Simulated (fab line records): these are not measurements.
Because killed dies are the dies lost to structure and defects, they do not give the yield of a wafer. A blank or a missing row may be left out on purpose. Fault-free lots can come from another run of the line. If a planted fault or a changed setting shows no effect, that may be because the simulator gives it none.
Struck lot and sound lot, side by side :: flow sky130 :: 17 out of 708 route steps
Sound: wafers L506.1, L506.4, L506.5. Wafers struck: L520.2, L520.4, L520.5. Last of all comes the cause.
Per side, at each step with rows, come the tool, then ch with its chambers, and then its first start. Under that, the readings that differ: sound wafers :: struck wafers :: difference of the means :: sigmas: that difference in standard deviations of wafers without a fault.
alike: same words and numbers on both sides, and readings whose means sit less than 2 such deviations apart. not compared: any withheld reading, any reading some wafer has no value for, any bound like >300 that may hide the same value, and any number with overlapping values for which the record gives no deviation.
Wherever a step has rows on one side only, a row that says differs or no value, or a row with sigmas, the two part there. Numbers that don't overlap but have no deviation are shown without sigmas and don't part them. A reading that every wafer of one side lacks parts them only if that side has two wafers or more.

first, 3 steps without rows for these wafers: SKY_SONOS_ONO_WET_ETCH_18 (etches Si3N4 in H3PO4, target depth 15 nm, time 166.1 s); SKY_GATE_OXIDE_CLEAN_00 (cleans in SC1/SC2, time 150 s); SKY_GATE_OXIDE_OXIDATION_01 (stabilise 600 s, purge 300 s, target thk 10.268 nm).
SKY_GATE_OXIDE_THK_MEAS_02:
  sound: film-metro-04 at day 12 16:33; struck: film-metro-04 at day 17 10:34
  alike: GATE_OXIDE_OXIDATION_00_THK
then, 7 steps without rows for these wafers: SKY_GATE_OXIDE_DEHYDRATE_03 (time 60 s); SKY_GATE_OXIDE_HMDS_04 (prime time 60 s); SKY_GATE_OXIDE_COAT_05 (resist thk 1140 nm); SKY_GATE_OXIDE_SOFTBAKE_06 (time 60 s); SKY_GATE_OXIDE_EXPOSE_07 (exposes mask LVOM, target cd 600 nm); SKY_GATE_OXIDE_PEB_08; SKY_GATE_OXIDE_DEVELOP_09 (develop time 60 s).
SKY_GATE_OXIDE_OVL_MEAS_10:
  sound: overlay-02 at day 13 17:44; struck: overlay-02 at day 18 15:35
reading: GATE_OXIDE_OVL (nm)
sound: -4.5 -1.4 -3.0
struck: 1.0 0.6 0.5
difference: +3.7
sigmas: +3
SKY_GATE_OXIDE_IMPLANT_11:
  struck on implanter-01, day 18 15:38; sound on implanter-02 ch 0, day 13 17:46
  no value came back on the struck wafers for beam-energy-keV, beam-on-s (s); on the sound wafers beam-energy-keV reads 9.996 9.998 10.002
then, 1 step without rows for these wafers: SKY_GATE_OXIDE_WET_ETCH_12 (etches SiO2 in dHF, target depth 16.8 nm, time 336 s).
SKY_GATE_OXIDE_STRIP_13: strips in O2/N2.
  sound on plasma-asher-04 ch 0,1, day 13 18:02; struck on plasma-asher-04 ch 0,1, day 18 15:52
reading: strip-time-to-endpoint-s (s)
sound: 14.16 14.16 14.18
struck: 14.22 14.27 14.24
difference: +0.08
sigmas: +2
  alike: drypump-motor-current-A, oes-product-au
  not compared: rf-hours-counter-h
SKY_GATE_OXIDE_TW_MEAS_14:
  sound: film-metro-02 at day 13 18:08; struck: film-metro-04 at day 18 15:59
reading: GATE_OXIDE_TW
sound: 222.2 222.9 223.2
struck: 29.5 29.6 29.6
difference: -193.2
sigmas: -72
then, 1 step without rows for these wafers: SKY_GATE_OXIDE_CLEAN_15 (cleans in SC1/SC2, time 150 s).

## WHERE THEY PART
Last at SKY_GATE_OXIDE_TW_MEAS_14 as far as this record goes, first at SKY_GATE_OXIDE_OVL_MEAS_10.

WHY: whatever the simulator had introduced
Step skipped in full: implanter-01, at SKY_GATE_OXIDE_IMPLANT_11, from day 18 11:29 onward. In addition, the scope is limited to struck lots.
